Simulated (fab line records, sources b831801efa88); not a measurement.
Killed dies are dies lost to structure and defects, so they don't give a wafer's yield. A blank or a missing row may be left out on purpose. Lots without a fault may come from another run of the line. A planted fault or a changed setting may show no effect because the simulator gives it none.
fab line records | flow sfq_line | part 2 of 2: steps 30 to 43 of 43
record lots=5 wafers=15 last_day=72
route steps=325 shown I6@277 M7@281 I7@296 M8@311
lots that met no fault: from a run of the same line without faults
start_h: hours from the record's first day to the start of the lot's first wafer shown | wait_h: hours since the lot's step before | " the same as in the row above | L1.1+2: a row that stands for several wafers | - no value, or no start given | * or withheld: withheld | < > ~ a bound
route shown NAME@n: a module of which the file shows steps, and the number in the route of the first | usual: mean/standard deviation of fault-free wafers | same: alike in all rows | chamber/n: place in a boat | sites: the reading at each site | _std_site: their standard deviation | _edge_site: outer sites' mean less inner sites' | radius_mm: how far each site lies from the wafer's centre | mask NAME#n: copy n | behind: the tool/chamber that last shaped the wafer | hold: why the lot was held/for how many hours/how that ended | device: the transistor (n, p or np) that didn't switch | end of line: the same wafers' tests at the end of the route | a step without rows: its recipe alone | killed: dies lost to structure and defects at the first sort, not the wafer's yield | map: a wafer's dies, x killed, . not, _ none there
set.NAME: the setting as run; set.NAME@STEP: as run at that earlier step | model.NAME: the simulator's own value behind a step, which no gauge read
lots at some steps of the route; a table a step, a row a wafer
services: from which hour (start_h, from the record's first day; less than 0 if before it) a tool's chamber was out of use, for how many hours, and why
## steps
# step SFQ_TRILAYER_I7_VIA_BARC_OPEN_VIA_ETCH_260
# recipe mask_material=PR chemistry=O2 target_depth_nm=125 target=BARC source_w=500 bias_w=80 pressure_mtorr=30 time_s=41.7
# usual drypump_motor_current_A=5.85/0.27 oes_product_au=0.685/0.0044
# columns lot.wafer tool chamber start_h wait_h drypump_motor_current_A oes_product_au rf_hours_counter_h
L075.1 rie_diel-02 0 1644.89 0.0 6.01 0.689 17
L075.3 " 3 " " 5.79 0.681 27
L075.5 " 3 " " 5.81 0.688 -
L078.2 rie_diel-04 2 1677.39 0.0 5.86 0.683 11
L078.4 " 0 " " 5.72 0.691 20
L078.6 " 2 " " 5.85 0.688 -
L079.4 rie_diel-01 1 1678.59 0.0 5.87 0.684 18
L079.5 " 0 " " 4.79 0.691 -
L079.6 " 3 " " 5.76 0.680 -
L084.1 rie_diel-01 1 1712.32 0.0 5.86 0.683 19
L084.2 " 2 " " 6.12 0.690 24
L084.4 " 2 " " 6.14 0.692 -
L087.1 rie_diel-01 0 1726.68 0.0 4.75 0.691 0
L087.3 " 3 " " 5.75 0.687 2
L087.5 " 2 " " 6.10 0.688 -
# step SFQ_TRILAYER_I7_VIA_ETCH_VIA_ETCH_190
# recipe target=SiO2 stop_on=Nb mask_material=PR taper_deg=20 chemistry=CHF3 target_depth_nm=260 source_w=500 bias_w=80 pressure_mtorr=30 time_s=withheld
# usual drypump_motor_current_A=5.85/0.26 oes_product_au=0.854/0.0059
# columns lot.wafer tool chamber start_h wait_h drypump_motor_current_A oes_product_au
L075.1 rie_diel-02 0 1644.93 0.0 6.02 0.852
L075.3 " 3 " " 5.78 0.855
L075.5 " 3 " " 5.78 0.858
L078.2 rie_diel-04 2 1677.43 0.0 5.88 0.850
L078.4 " 0 " " 5.73 0.859
L078.6 " 2 " " 5.86 0.855
L079.4 rie_diel-01 1 1678.63 0.0 5.85 0.864
L079.5 " 0 " " 4.82 0.858
L079.6 " 3 " " 5.76 0.858
L084.1 rie_diel-01 1 1712.36 0.0 5.85 0.847
L084.2 " 2 " " 6.05 0.855
L084.4 " 2 " " 6.10 0.854
L087.1 rie_diel-01 0 1726.72 0.0 4.79 0.851
L087.3 " 3 " " 5.75 0.853
L087.5 " 2 " " 6.10 0.850
# step SFQ_TRILAYER_I7_VIA_STRIP_STRIP_191
# recipe gas=O2 power_w=200 platen_temp_c=40 overash_fraction=0.65 chemistry=O2 pressure_mtorr=50
# usual drypump_motor_current_A=5.7/0.42 oes_product_au=1.009/0.012
# columns lot.wafer tool chamber start_h wait_h drypump_motor_current_A oes_product_au rf_hours_counter_h
L075.1 rie_metal-04 1 1645.04 - 5.8 0.986 8
L075.3 " 1 " " 5.8 0.998 -
L075.5 " 1 " " 5.8 0.996 -
L078.2 rie_metal-03 0 1677.54 - 5.1 0.993 40
L078.4 " 0 " " 5.1 0.993 -
L078.6 " 0 " " 5.1 1.002 -
L079.4 rie_metal-04 0 1679.34 - 6.0 1.031 -
L079.5 " 0 " " 6.0 1.023 -
L079.6 " 0 " " 6.0 1.027 -
L084.1 rie_metal-02 0 1712.47 - 6.3 1.022 87
L084.2 " 1 " " 5.6 0.994 105
L084.4 " 0 " " 6.3 1.009 -
L087.1 rie_metal-03 1 1726.83 - 5.3 1.007 34
L087.3 " 0 " " 5.1 1.024 -
L087.5 " 1 " " 5.3 1.008 -
# step SFQ_TRILAYER_I7_VIA_STRIP_SOLV_CLEAN_192
# recipe chemistry=NMP temp_c=70 time_s=600
# columns lot.wafer tool chamber start_h wait_h
L075.1+3+5 wet_bench-04 4,1,2 1645.64 0.4
L078.2+4+6 wet_bench-04 0,7,3 1678.14 0.4
L079.4+5+6 wet_bench-03 2,3,0 1679.94 0.4
L084.1+2+4 wet_bench-03 5,0,3 1713.07 0.4
L087.1+3+5 wet_bench-04 6,2,0 1727.43 0.4
# step SFQ_TRILAYER_M8_LITHO_LOR_COAT_197
# recipe resist=lift-off spin_rpm=3000
# columns lot.wafer tool chamber start_h wait_h
L075.1+3+5 litho_track-02 0 1645.82 0.0
L078.2+4+6 litho_track-02 0 1678.54 0.1
L079.4+5+6 litho_track-02 0 1680.28 0.1
L084.1+2+4 litho_track-02 0 1713.25 0.0
L087.1+3+5 litho_track-04 0 1727.60 0.0
# step SFQ_TRILAYER_M8_LITHO_LOR_BAKE_198
# recipe resist=lift-off temp_c=withheld time_s=withheld
# columns lot.wafer tool chamber start_h wait_h
L075.1+3+5 litho_track-02 0 1646.12 0.2
L078.2+4+6 litho_track-02 0 1678.88 0.3
L079.4+5+6 litho_track-02 0 1680.71 0.4
L084.1+2+4 litho_track-02 0 1713.55 0.2
L087.1+3+5 litho_track-04 0 1727.90 0.2
# step SFQ_TRILAYER_M8_LITHO_COAT_193
# recipe resist=KrF spin_rpm=3000 resist_thk_nm=600
# columns lot.wafer tool chamber start_h wait_h
L075.1+3+5 litho_track-02 0 - -
L078.2+4+6 litho_track-02 0 - -
L079.4+5+6 litho_track-02 0 - -
L084.1+2+4 litho_track-02 0 - -
L087.1+3+5 litho_track-04 0 - -
# step SFQ_TRILAYER_M8_LITHO_SOFTBAKE_199
# recipe temp_c=withheld time_s=withheld resist=KrF
# columns lot.wafer tool chamber start_h wait_h
L075.1+3+5 litho_track-02 0 - -
L078.2+4+6 litho_track-02 0 - -
L079.4+5+6 litho_track-02 0 - -
L084.1+2+4 litho_track-02 0 - -
L087.1+3+5 litho_track-04 0 - -
# step SFQ_TRILAYER_M8_LITHO_EXPOSE_194
# recipe mask_id=M8 na=0.6 source_shape=conventional sigma_outer=0.65 target_cd_nm=2000 dose_mj=14.4
# same na=0.6
# columns lot.wafer tool chamber start_h wait_h mask
L075.1+3+5 krf_scanner-02 0 1665.59 - M8#0
L078.2+4+6 krf_scanner-02 0 1690.54 - M8#0
L079.4+5+6 krf_scanner-02 0 1692.14 - M8#0
L084.1+2+4 krf_scanner-02 0 1719.14 - M8#0
L087.1+3+5 krf_scanner-02 0 - - M8#0
# step SFQ_TRILAYER_M8_LITHO_PEB_196
# recipe peb_temp_c=115 peb_time_s=60 resist=KrF
# columns lot.wafer tool chamber start_h wait_h
L075.1+3+5 litho_track-03 0 1666.79 1.0
L078.2+4+6 litho_track-02 0 1691.56 0.8
L079.4+5+6 litho_track-02 0 1692.81 0.5
L084.1+2+4 litho_track-03 0 1720.34 1.0
L087.1+3+5 litho_track-02 0 - -
# step SFQ_TRILAYER_M8_LITHO_DEVELOP_195
# recipe img_clear_s=15 time_s=55 resist=KrF
# columns lot.wafer tool chamber start_h wait_h
L075.1+3+5 litho_track-03 0 1666.94 0.1
L078.2+4+6 litho_track-02 0 1691.71 0.1
L079.4+5+6 litho_track-02 0 1692.96 0.1
L084.1+2+4 litho_track-03 0 1720.49 0.1
L087.1+3+5 litho_track-02 0 1732.65 0.1
# step SFQ_M8_OVL_MEAS_948
# usual M8_OVL=-1/5.3
# columns lot.wafer tool chamber start_h wait_h M8_OVL[nm]
L075.1 overlay-02 - 1667.08 0.1 1
L075.3 " - " " 4
L075.5 " - " " -4
L078.2 overlay-02 - 1691.83 0.1 -4
L078.4 " - " " -3
L078.6 " - " " 0
L079.4 overlay-02 - 1693.05 0.1 -3
L079.5 " - " " 0
L079.6 " - " " -5
L084.1 overlay-01 - 1720.63 0.1 -8
L084.2 " - " " -2
L084.4 " - " " -6
L087.1 overlay-02 - 1732.80 0.1 2
L087.3 " - " " 1
L087.5 " - " " 7
# step SFQ_TRILAYER_M8_DEP_EVAP_197
# recipe material=Ti angular_spread_deg=1 target_thk_nm=20 time_s=100 power_w=2000
# columns lot.wafer tool chamber start_h wait_h
L075.1+3+5 pvd_sputter-02 - 1667.11 0.0
L078.2+4+6 pvd_sputter-01 - 1691.86 0.0
L079.4+5+6 pvd_sputter-02 - 1693.06 0.0
L084.1+2+4 pvd_sputter-01 - 1720.66 0.0
L087.1+3+5 pvd_sputter-02 - 1732.83 0.0
# step SFQ_TRILAYER_M8_DEP_EVAP_198
# recipe material=Pt angular_spread_deg=1 target_thk_nm=50 time_s=250 power_w=2000
# columns lot.wafer tool chamber start_h wait_h
L075.1+3+5 pvd_sputter-02 - 1667.19 0.0
L078.2+4+6 pvd_sputter-01 - 1691.94 0.0
L079.4+5+6 pvd_sputter-02 - 1693.14 0.0
L084.1+2+4 pvd_sputter-01 - 1720.74 0.0
L087.1+3+5 pvd_sputter-02 - 1732.90 0.0
## services
# columns tool chamber start_h hours kind
krf_scanner-02 - 1482.43 1.0 pm
rie_diel-04 0 1485.56 4.5 repair
rie_diel-02 2 1487.77 4.2 repair
rie_metal-01 0 1498.51 3.3 repair
rie_diel-01 - 1504.32 0.8 repair
krf_scanner-02 - 1510.58 21.0 pm
rie_metal-01 - 1513.11 5.3 repair
krf_scanner-02 - 1543.58 1.3 pm
rie_diel-02 1 1553.43 72.4 repair
rie_metal-02 - 1561.17 1.3 repair
rie_metal-01 - 1569.53 2.8 pm
rie_diel-01 2 1619.07 7.3 repair
rie_metal-02 - 1632.57 2.8 pm
rie_diel-02 - 1635.43 0.9 repair
krf_scanner-02 - 1651.39 1.0 pm
rie_metal-01 1 1657.75 1.2 repair
rie_diel-04 2 1665.63 2.2 repair
rie_diel-02 2 1666.23 10.3 repair
krf_scanner-02 - 1676.39 0.8 pm
rie_diel-01 - 1676.61 0.2 repair
pvd_sputter-02 - 1695.96 0.9 repair
krf_scanner-02 - 1721.54 1.3 pm
rie_metal-01 0 1724.31 2.1 repair
rie_metal-01 - 1730.96 0.3 repair
